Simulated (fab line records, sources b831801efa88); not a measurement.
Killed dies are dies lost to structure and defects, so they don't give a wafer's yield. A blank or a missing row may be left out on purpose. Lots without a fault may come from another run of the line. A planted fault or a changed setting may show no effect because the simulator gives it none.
Chamber matching | flow sky130 | SKY_VIA4_CMP_02 on cmp-02: 4 sister chambers
The step polishes SiO2. 4 wafers are shown with their chamber, then 8 later ones without.

WAFERS WITH THEIR CHAMBER
wafer  | chamber | motor_current_A (A)
L242.4 | 3       | 12.5
L249.5 | 1       | 12.6
L249.6 | 0       | 9.2
L251.3 | 2       | 13.4

WAFERS WITHOUT THEIR CHAMBER
wafer  | motor_current_A (A)
L251.5 | 12.4
L251.6 | 9.1
L253.1 | 13.2
L253.3 | 12.6
L253.5 | 13.3
L254.2 | 12.6
L254.3 | 8.6
L254.5 | 8.9

WHICH CHAMBER EACH WENT THROUGH
wafer  | from the rows above          | in truth
L251.5 | can't be placed: 3 or 1      | 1
L251.6 | 0                            | 0
L253.1 | can't be placed: 2 or 1 or 3 | 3
L253.3 | can't be placed: 1 or 3      | 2
L253.5 | 2                            | 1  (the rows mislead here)
L254.2 | can't be placed: 1 or 3      | 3
L254.3 | 0                            | 0
L254.5 | 0                            | 0
Placed correctly: 3 of 8. Can't be placed from these rows: 4 (the true chamber is among the candidates in 3). Placed wrongly: 1.
How it was worked out, from the rows above alone: a wafer's distance from a chamber is the root of the sum, over the readings, of the square of ((its reading less the chamber's mean) divided by the reading's scatter). The wafer belongs to the nearest chamber; if the next one is less than 2 further off, it can't be placed. A chamber's mean is the mean of its shown wafers. The scatter: with one shown wafer a chamber, the root of the mean of the squares of how far each hidden wafer lies from its nearest shown one.
